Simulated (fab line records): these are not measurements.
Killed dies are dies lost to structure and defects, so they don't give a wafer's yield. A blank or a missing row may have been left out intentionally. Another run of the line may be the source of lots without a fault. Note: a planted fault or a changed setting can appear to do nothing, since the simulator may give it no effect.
Chamber matching :: flow sky130 :: rieDiel-02 running SKY_FIELD_ISO_ETCH_15: 4 sister chambers
The step etches the open film in CHF3/O2, stops on Si, target depth 180 nm, time 72 s. 8 wafers are shown with their chamber, then 11 later ones without.

WAFERS, EACH WITH ITS CHAMBER
wafer: L083.4
chamber: 3
drypumpMotorCurrentA (A): 5.5
throttleValvePct (%): 8.833

wafer: L085.1
chamber: 2
drypumpMotorCurrentA (A): 6.4
throttleValvePct (%): 8.838

wafer: L085.6
chamber: 3
drypumpMotorCurrentA (A): 5.5
throttleValvePct (%): 8.848

wafer: L087.4
chamber: 2
drypumpMotorCurrentA (A): 6.4
throttleValvePct (%): 8.846

wafer: L090.3
chamber: 0
drypumpMotorCurrentA (A): 5.1
throttleValvePct (%): 8.848

wafer: L090.5
chamber: 0
drypumpMotorCurrentA (A): 5.0
throttleValvePct (%): 8.853

wafer: L090.6
chamber: 1
drypumpMotorCurrentA (A): 6.3
throttleValvePct (%): 8.855

wafer: L091.2
chamber: 1
drypumpMotorCurrentA (A): 6.3
throttleValvePct (%): 8.844

WAFERS WITHOUT THEIR CHAMBER
wafer: L091.4
drypumpMotorCurrentA (A): 5.4
throttleValvePct (%): 8.848

wafer: L091.5
drypumpMotorCurrentA (A): 5.1
throttleValvePct (%): 8.845

wafer: L093.2
drypumpMotorCurrentA (A): 6.4
throttleValvePct (%): 8.842

wafer: L093.3
drypumpMotorCurrentA (A): 6.3
throttleValvePct (%): 8.845

wafer: L093.5
drypumpMotorCurrentA (A): 5.4
throttleValvePct (%): 8.839

wafer: L094.1
drypumpMotorCurrentA (A): 6.4
throttleValvePct (%): 8.860

wafer: L094.2
drypumpMotorCurrentA (A): 5.4
throttleValvePct (%): 8.851

wafer: L094.6
drypumpMotorCurrentA (A): 5.1
throttleValvePct (%): 8.841

wafer: L095.1
drypumpMotorCurrentA (A): 6.5
throttleValvePct (%): 8.847

wafer: L095.2
drypumpMotorCurrentA (A): 5.1
throttleValvePct (%): 8.840

wafer: L095.3
drypumpMotorCurrentA (A): 6.3
throttleValvePct (%): 8.861

EACH ONE'S CHAMBER
wafer: L091.4
from the rows above: 3
in truth: 3

wafer: L091.5
from the rows above: 0
in truth: 0

wafer: L093.2
from the rows above: 2
in truth: 2

wafer: L093.3
from the rows above: 1
in truth: 1

wafer: L093.5
from the rows above: 3
in truth: 3

wafer: L094.1
from the rows above: can't be placed: 2 or 1
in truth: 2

wafer: L094.2
from the rows above: 3
in truth: 3

wafer: L094.6
from the rows above: 0
in truth: 0

wafer: L095.1
from the rows above: 2
in truth: 2

wafer: L095.2
from the rows above: 0
in truth: 0

wafer: L095.3
from the rows above: 1
in truth: 1
Correctly placed: 10 of 11. Can't be placed from these rows: 1 (the true chamber is among the candidates in 1). Number placed wrongly: 0.
How it was worked out, from the rows above alone: a wafer's distance from a chamber is the root of the sum, over the readings, of the square of ((its reading less the chamber's mean) divided by the reading's scatter). The wafer belongs to the nearest chamber; if the next one is less than 2 further off, it can't be placed. The mean given for a chamber averages the wafers shown for that chamber. The scatter: take each reading less its chamber's mean, square it, sum over the shown wafers, divide by the number of wafers less the number of chambers, and take the root.
